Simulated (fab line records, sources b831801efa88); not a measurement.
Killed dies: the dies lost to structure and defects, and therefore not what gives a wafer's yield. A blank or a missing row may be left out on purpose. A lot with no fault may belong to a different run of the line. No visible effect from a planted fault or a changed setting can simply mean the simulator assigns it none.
Which tool is to blame? | flow gf180mcu | 13 lots, 39 wafers sampled, at 3 steps of a route of 602

## WHAT EACH GAUGE READ, for each wafer
GF_VT_IMPLANT_OVL_MEAS_07.
lot  | measured     | on         | VT_IMPLANT_OVL (nm)
L224 | day 5 14:36  | overlay-01 | 0.1 0.0 0.6
L225 | day 5 18:58  | overlay-02 | -0.3 -0.1 -0.7
L226 | day 6 05:04  | overlay-02 | 0.3 -0.9 -0.2
L227 | day 6 19:00  | overlay-01 | 0.6 0.8 0.6
L228 | day 6 21:34  | overlay-02 | 0.7 0.5 -0.3
L234 | day 8 07:10  | overlay-02 | -1.8 0.1 -0.1
L235 | day 8 12:59  | overlay-01 | -0.3 -1.4 -2.0
L238 | day 9 08:40  | overlay-02 | 1.9 0.5 0.5
L239 | day 9 17:07  | overlay-01 | -1.1 -0.5 1.1
L241 | day 10 00:05 | overlay-02 | 0.3 -1.5 -1.1
L242 | day 10 06:41 | overlay-02 | 0.7 1.9 1.4
L243 | day 10 15:20 | overlay-02 | 0.2 0.2 0.5
L247 | day 11 12:39 | overlay-01 | 0.4 2.1 0.3

GF_VT_IMPLANT_OVL_MEAS_29.
lot  | measured     | on         | VT_IMPLANT_02_OVL (nm)
L224 | day 6 21:26  | overlay-01 | -1.0 -2.8 -3.0
L225 | day 7 01:01  | overlay-01 | 1.5 2.7 2.0
L226 | day 7 12:58  | overlay-02 | -0.4 0.3 -0.4
L227 | day 8 02:58  | overlay-01 | 1.9 0.5 -0.2
L228 | day 8 06:10  | overlay-02 | 0.3 0.5 -1.0
L234 | day 9 17:25  | overlay-01 | -1.5 -0.5 -2.2
L235 | day 9 22:56  | overlay-01 | 0.7 0.4 1.8
L238 | day 10 20:19 | overlay-01 | -1.0 1.8 0.1
L239 | day 11 05:11 | overlay-01 | -3.2 -1.8 -3.2
L241 | day 11 12:57 | overlay-01 | -2.8 -1.0 -0.1
L242 | day 11 19:15 | overlay-02 | -3.8 -1.6 -1.3
L243 | day 12 04:10 | overlay-01 | -0.8 0.6 0.9
L247 | day 13 03:40 | overlay-02 | -0.5 -1.4 0.1

GF_DUAL_GATE_OVL_MEAS_11.
lot  | measured     | on         | DUAL_GATE_OVL (nm)
L224 | day 8 08:40  | overlay-01 | -2.0 -0.4 -0.8
L225 | day 8 11:25  | overlay-01 | 0.8 -0.6 -0.9
L226 | day 9 00:49  | overlay-01 | 0.4 4.3 2.0
L227 | day 9 15:39  | overlay-02 | -0.7 0.1 -1.0
L228 | day 9 18:37  | overlay-02 | -2.8 -1.8 -2.3
L234 | day 11 07:23 | overlay-02 | 0.6 0.0 0.7
L235 | day 11 13:40 | overlay-01 | 0.2 -0.6 -1.3
L238 | day 12 13:06 | overlay-01 | -1.6 -0.5 0.1
L239 | day 12 22:11 | overlay-01 | 0.7 2.7 3.3
L241 | day 13 08:35 | overlay-01 | 0.0 0.6 -0.1
L242 | day 13 12:56 | overlay-01 | -2.0 -1.0 -0.7
L243 | day 13 22:04 | overlay-02 | -0.6 1.2 0.8
L247 | day 15 00:04 | overlay-01 | 0.1 -1.2 1.8

## EACH LOT AND THE TOOL THAT RAN IT (in order: tool; ch and the chambers of the sampled wafers; start)
The record holds no process step before these readings.

## AS READ BY THE TOOLS THEMSELVES (means over the sampled wafers that have a number; for cases with no such wafer, the mark the record gives instead)
The record holds no such reading with a usual standard deviation.

## THE ANSWER, worked out from the rows above alone
Rule: usual is defined by the lots themselves. The widest of any qualifying gaps counts: lots, ordered by their means at a reading, are off when they make up no more than a third of the lots, leave a main group of 4 or more, and stand apart from it by 3 or more times the standard deviation of that group's means. A main group is skipped when, at the precision printed for the reading in the tables above, its means are all equal. A lot without any number at a reading at which 4 lots or more have one is off too. Any other lot the step has rows for is counted as sound. Order of review: gauges by route order, followed by the tools' own readings, for which a lot's mean as printed above is used. At the first step where some lot is off, the reading lying furthest off is the one used; lots without a number count as furthest.
No lot is off at any reading shown: from this, nothing can be told.

## WHAT THE SIMULATOR HAD INSERTED
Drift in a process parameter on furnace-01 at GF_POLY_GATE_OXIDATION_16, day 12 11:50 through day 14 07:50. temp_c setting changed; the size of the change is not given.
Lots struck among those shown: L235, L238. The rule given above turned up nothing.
